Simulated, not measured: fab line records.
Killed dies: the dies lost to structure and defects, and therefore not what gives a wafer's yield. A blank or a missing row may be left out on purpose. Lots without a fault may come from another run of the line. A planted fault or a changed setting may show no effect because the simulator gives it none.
Which tool is to blame? ; flow gf180mcu ; Sampling: 24 lots, 72 wafers, 6 of 602 route steps

WHAT EACH GAUGE READ, for each wafer
GF_STI_BOW_MEAS_00.
lot;measured;on;INCOMING_BOW (um)
L074;day 1 10:02;film metro-02;13 -7 -11
L075;day 1 15:00;film metro-02;5 -4 -2
L076;day 1 20:00;film metro-01;-1 -2 12
L077;day 2 01:00;film metro-01;3 3 6
L078;day 2 06:01;film metro-02;-8 0 -5
L079;day 2 11:00;film metro-04;2 -1 -1
L080;day 2 16:01;film metro-01;0 -2 2
L081;day 2 21:01;film metro-01;-10 -8 -1
L082;day 3 02:00;film metro-02;-1 9 7
L083;day 3 07:01;film metro-02;6 12 3
L084;day 3 12:04;film metro-04;-9 16 -7
L085;day 3 17:02;film metro-02;-3 1 -1
L086;day 3 22:00;film metro-04;-3 -3 5
L087;day 4 03:00;film metro-02;-14 -3 2
L088;day 4 08:04;film metro-04;0 -6 5
L089;day 4 13:02;film metro-02;-5 2 3
L090;day 4 18:01;film metro-02;-5 8 -9
L091;day 4 23:02;film metro-04;-6 -3 -2
L092;day 5 04:02;film metro-02;-7 -8 7
L093;day 5 09:00;film metro-04;0 13 -18
L094;day 5 14:00;film metro-04;-3 -10 3
L095;day 5 19:00;film metro-04;-4 -4 -7
L096;day 6 00:01;film metro-02;-9 0 6
L097;day 6 05:00;film metro-01;2 3 11

GF_POLY_GATE_THK_MEAS_17.
lot;measured;on;POLY_GATE_OXIDATION_THK (nm)
L074;day 9 11:02;film metro-03;3.92 3.79 3.89
L075;day 9 15:19;film metro-02;4.06 4.05 4.01
L076;day 10 00:01;film metro-02;4.02 4.01 4.01
L077;day 10 03:46;film metro-02;4.02 3.92 4.00
L078;day 10 11:46;film metro-02;4.11 4.01 4.01
L079;day 10 18:49;film metro-04;3.97 4.03 3.90
L080;day 11 00:48;film metro-04;4.03 4.09 4.12
L081;day 11 10:47;film metro-02;3.85 3.91 3.93
L082;day 11 20:19;film metro-03;4.00 3.93 3.93
L083;day 12 01:56;film metro-02;4.03 4.02 4.07
L084;day 12 04:35;film metro-04;4.11 4.07 4.07
L085;day 12 13:38;film metro-04;3.98 3.97 3.95
L086;day 12 23:13;film metro-03;4.12 4.05 4.05
L087;day 13 00:34;film metro-04;4.14 4.17 4.09
L088;day 13 14:32;film metro-04;4.02 4.10 4.01
L089;day 13 20:33;film metro-02;4.03 4.07 4.12
L090;day 14 08:36;film metro-02;4.13 4.08 4.07
L091;day 14 08:37;film metro-03;4.05 4.10 4.15
L092;day 14 15:51;film metro-03;3.88 3.81 3.83
L093;day 14 21:23;film metro-02;4.05 4.03 4.00
L094;day 15 07:04;film metro-03;4.09 4.11 4.13
L095;day 15 13:19;film metro-04;4.09 4.01 4.03
L096;day 15 21:02;film metro-04;4.03 3.87 3.97
L097;day 16 02:38;film metro-03;3.91 4.11 4.00

GF_V4_OVL_MEAS_15.
lot;measured;on;V4_OVL (nm)
L074;day 24 15:32;overlay-01;-4 -5 -4
L075;day 24 18:01;overlay-02;10 0 2
L076;day 25 05:52;overlay-02;1 6 -2
L077;day 25 11:16;overlay-01;0 -1 3
L078;day 25 17:43;overlay-01;-1 3 1
L079;day 26 03:49;overlay-02;3 1 5
L080;day 26 12:34;overlay-01;0 1 3
L081;day 26 21:44;overlay-01;1 -8 3
L082;day 27 10:40;overlay-02;0 -7 -4
L083;day 27 13:38;overlay-01;5 2 -3
L084;day 27 19:35;overlay-02;-5 -1 -4
L085;day 28 05:43;overlay-01;5 8 12
L086;day 28 12:49;overlay-02;2 -1 -8
L087;day 28 15:01;overlay-02;0 6 -6
L088;day 29 04:29;overlay-01;-1 4 2
L089;day 29 09:32;overlay-01;-1 -1 -2
L090;day 29 17:38;overlay-02;5 5 6
L091;day 29 20:23;overlay-02;4 -2 3
L092;day 30 02:44;overlay-01;11 2 2
L093;day 30 07:04;overlay-01;-3 -5 -7
L094;day 30 14:58;overlay-01;-4 -6 -8
L095;day 30 20:58;overlay-01;6 1 8
L096;day 31 03:58;overlay-02;-2 0 5
L097;day 31 08:19;overlay-02;0 3 0

GF_PASSIVATION_BOW_MEAS_14.
lot;measured;on;PASSIVATION_BOW (um)
L074;day 29 06:50;film metro-02;152 132 125
L075;day 29 08:17;film metro-03;149 136 141
L076;day 29 18:14;film metro-01;145 147 163
L077;day 29 21:37;film metro-01;140 139 145
L078;day 30 04:31;film metro-02;137 144 140
L079;day 30 12:37;film metro-01;153 148 152
L080;day 30 21:29;film metro-01;143 142 147
L081;day 31 06:04;film metro-01;138 138 146
L082;day 31 16:44;film metro-03;137 150 146
L083;day 31 20:02;film metro-02;163 168 162
L084;day 32 00:20;film metro-03;126 149 128
L085;day 32 08:08;film metro-01;124 129 127
L086;day 32 13:38;film metro-03;142 142 148
L087;day 32 18:11;film metro-02;122 131 136
L088;day 33 04:01;film metro-02;140 135 145
L089;day 33 08:29;film metro-02;132 139 140
L090;day 33 15:37;film metro-03;140 154 135
L091;day 33 16:38;film metro-03;113 116 115
L092;day 34 00:00;film metro-03;128 125 143
L093;day 34 02:55;film metro-02;132 144 113
L094;day 34 09:35;film metro-02;155 145 161
L095;day 34 12:44;film metro-03;114 115 111
L096;day 34 19:34;film metro-01;139 147 152
L097;day 34 22:32;film metro-02;140 141 149

EACH LOT AND THE TOOL THAT RAN IT (in order: tool; ch and the chambers of the sampled wafers; start)
lot;GF_V2_ETCH_17;GF_V3_CVD_23
L074;rie diel-01 ch 0,1, day 22 15:59 or earlier;cvd w-02 ch 0,1, day 22 15:59
L075;rie diel-02 ch 1,3, day 22 19:09 or earlier;cvd w-02 ch 0,1, day 22 19:09
L076;rie diel-02 ch 0,2,3, day 23 07:10 or earlier;cvd w-01 ch 0,1, day 23 07:10
L077;rie diel-02 ch 0,3, day 23 12:50 or earlier;cvd w-01 ch 0,1, day 23 12:50
L078;rie diel-03 ch 0,3, day 23 19:30 or earlier;cvd w-02 ch 0,1, day 23 19:30
L079;rie diel-03 ch 1,2,3, day 24 06:17 or earlier;cvd w-02 ch 0,1, day 24 06:17
L080;rie diel-01 ch 1,2,3, day 24 15:44 or earlier;cvd w-02 ch 0, day 24 15:44
L081;rie diel-03 ch 2,3, day 25 02:22 or earlier;cvd w-02 ch 0,1, day 25 02:22
L082;rie diel-01 ch 0,2,3, day 25 15:37 or earlier;cvd w-02 ch 0,1, day 25 15:37
L083;rie diel-03 ch 0,3, day 25 17:24 or earlier;cvd w-02 ch 0,1, day 25 17:24
L084;rie diel-01 ch 0,2,3, day 26 00:21 or earlier;cvd w-02 ch 0,1, day 26 00:21
L085;rie diel-02 ch 0,1,3, day 26 10:08 or earlier;cvd w-01 ch 0,1, day 26 10:08
L086;rie diel-03 ch 0,1,3, day 26 18:32 or earlier;cvd w-01 ch 0,1, day 26 18:32
L087;rie diel-01 ch 0,2,3, day 26 20:54 or earlier;cvd w-01 ch 0,1, day 26 20:54
L088;rie diel-03 ch 0,1, day 27 10:11 or earlier;cvd w-01 ch 0,1, day 27 10:11
L089;rie diel-03 ch 2,3, day 27 16:04 or earlier;cvd w-02 ch 0,1, day 27 16:04
L090;rie diel-01 ch 1,2,3, day 28 00:35 or earlier;cvd w-02 ch 0, day 28 00:35
L091;rie diel-01 ch 0,2,3, day 28 02:58 or earlier;cvd w-01 ch 0,1, day 28 02:58
L092;rie diel-02 ch 0,1,3, day 28 10:02 or earlier;cvd w-01 ch 0,1, day 28 10:02
L093;rie diel-01 ch 2,3, day 28 14:38 or earlier;cvd w-02 ch 0,1, day 28 14:38
L094;rie diel-01 ch 2,3, day 28 22:47 or earlier;cvd w-01 ch 0,1, day 28 22:47
L095;rie diel-03 ch 0,1,2, day 29 05:19 or earlier;cvd w-01 ch 0,1, day 29 05:19
L096;rie diel-01 ch 0,1, day 29 13:31 or earlier;cvd w-01 ch 0,1, day 29 13:31
L097;rie diel-02 ch 0,1,3, day 29 17:13 or earlier;cvd w-02 ch 0,1, day 29 17:13
- GF_V2_ETCH_17: etches SiO2 in C4F8/O2/Ar, stops on TiN, target depth 630 nm.
- GF_V3_CVD_23: deposits W, target thk 350 nm, time 104.9 s.

AS READ BY THE TOOLS THEMSELVES (means over the sampled wafers that have a number; for cases with no such wafer, the mark the record gives instead)
GF_V2_ETCH_17.
lot;tool;oes product au (a.u.)
L074;rie diel-01;0.860
L075;rie diel-02;0.851
L076;rie diel-02;0.859
L077;rie diel-02;0.854
L078;rie diel-03;0.857
L079;rie diel-03;0.856
L080;rie diel-01;0.852
L081;rie diel-03;0.858
L082;rie diel-01;0.859
L083;rie diel-03;0.856
L084;rie diel-01;0.857
L085;rie diel-02;0.855
L086;rie diel-03;0.860
L087;rie diel-01;0.858
L088;rie diel-03;0.854
L089;rie diel-03;0.853
L090;rie diel-01;0.854
L091;rie diel-01;0.849
L092;rie diel-02;0.853
L093;rie diel-01;0.858
L094;rie diel-01;0.855
L095;rie diel-03;0.855
L096;rie diel-01;0.855
L097;rie diel-02;0.857

GF_V3_CVD_23.
lot;tool;heater power w (W)
L074;cvd w-02;953
L075;cvd w-02;831
L076;cvd w-01;820
L077;cvd w-01;887
L078;cvd w-02;823
L079;cvd w-02;944
L080;cvd w-02;718
L081;cvd w-02;841
L082;cvd w-02;936
L083;cvd w-02;941
L084;cvd w-02;970
L085;cvd w-01;906
L086;cvd w-01;888
L087;cvd w-01;886
L088;cvd w-01;838
L089;cvd w-02;846
L090;cvd w-02;724
L091;cvd w-01;835
L092;cvd w-01;899
L093;cvd w-02;834
L094;cvd w-01;903
L095;cvd w-01;832
L096;cvd w-01;899
L097;cvd w-02;829

THE ANSWER, worked out from the rows above alone
Rule: what is usual is taken from the lots themselves. The widest of any qualifying gaps counts: lots, ordered by their means at a reading, are off when they make up no more than a third of the lots, leave a main group of 4 or more, and stand apart from it by 3 or more times the standard deviation of that group's means. A main group is skipped when, at the precision printed for the reading in the tables above, its means are all equal. Also off: a lot with no number at a reading for which 4 or more lots have one. Where the step has rows for the other lots, those lots are counted as sound. The gauges are gone through in route order, then the tools' own readings, and for those a lot's mean is taken as printed above. The first step at which some lot is off is used, and at that step the reading that is off furthest; a lot without a number counts as furthest.
No lot is off at any reading shown: from this, nothing can be told.

WHAT HAD BEEN PUT IN BY THE SIMULATOR
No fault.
